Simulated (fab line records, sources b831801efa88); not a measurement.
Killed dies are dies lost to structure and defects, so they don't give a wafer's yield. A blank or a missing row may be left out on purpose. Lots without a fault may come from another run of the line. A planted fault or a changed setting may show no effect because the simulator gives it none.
One fault seen from 2 desks | flow sky130 | each desk has only its own numbers; what lay behind them comes last

THE TOOL OWNER'S DESK: rie_diel-02
The tool's own readings at SKY_VIA3_ETCH_14 (etches BARC in N2/H2, stops on SiO2, time 45.9 s, target depth 60 nm): means of the sampled wafers that have a number, for each lot that ran on this tool. A lot is out of limits, marked OUT, if its mean lies more than 4 standard deviations from the usual mean; the brackets give that distance.
Columns: A = drypump_motor_current_A at SKY_VIA3_ETCH_14, usual 5.8 A; B = oes_product_au at SKY_VIA3_ETCH_14, usual 0.854 a.u.; C = run_length_s at SKY_VIA3_ETCH_14, usual 74.1 s; D = throttle_valve_pct at SKY_VIA3_ETCH_14, usual 13.226 %
lot  | first seen here | A   | B                | C               | D
L527 | day 40 18:14    | 6.1 | 0.854            | 73.9            | 13.223
L534 | day 42 18:47    | 6.3 | 0.885 (+6.3) OUT | 71.9 (-5.2) OUT | 13.235
L535 | day 43 01:08    | 6.1 | 0.889 (+7.0) OUT | 72.4 (-4.0) OUT | 13.221
L537 | day 43 12:37    | 6.2 | 0.883 (+5.9) OUT | 71.8 (-5.4) OUT | 13.229
This desk's finding: out of limits on L534, L535, L537; first on L534, day 42 18:47 (oes_product_au at SKY_VIA3_ETCH_14). In limits: L527.

THE METROLOGY DESK
What the gauges read, lot by lot, whatever tool the lot ran on: means of the sampled wafers that have a number. A lot is out of limits, marked OUT, if its mean lies more than 4 standard deviations from the usual mean; the brackets give that distance.
Columns: A = VIA3_BOW at SKY_VIA3_BOW_MEAS_03, usual 78 um; B = cd_nm at SKY_VIA3_CD_MEAS_12, usual 200.1 nm; C = VIA3_OVL at SKY_VIA3_OVL_MEAS_13, usual 6 nm
lot  | first seen here | A  | B     | C
L527 | day 39 17:32    | 71 | 199.5 | 11
L534 | day 41 18:59    | 86 | 199.4 | -2
L535 | day 42 01:19    | 69 | 199.4 | 8
L537 | day 42 12:43    | 68 | 198.2 | 6
L539 | day 43 05:43    | 73 | 198.3 | 1
L541 | day 43 18:18    | 90 | 200.2 | 9
L544 | day 44 21:24    | 79 | 200.1 | 4
This desk's finding: nothing out of limits on any of the 7 lots.

PUT TOGETHER
The tool owner's desk could have raised an alarm at day 42 18:47, on L534, L535, L537.
The metrology desk saw nothing out of limits.
The metrology desk has L534, L535, L537 on record, within its limits.
Of the lots named, all ran SKY_VIA3_ETCH_14 on rie_diel-02.

WHAT THE SIMULATOR HAD PUT IN
Process parameter drift: rie_diel-02, from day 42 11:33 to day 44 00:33, at SKY_VIA3_ETCH_14. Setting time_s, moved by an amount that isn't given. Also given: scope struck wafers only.
Lots struck among those shown: L534, L535, L537.
Hours from the fault's start to each desk's first reading out of limits: the tool owner's desk, 7.
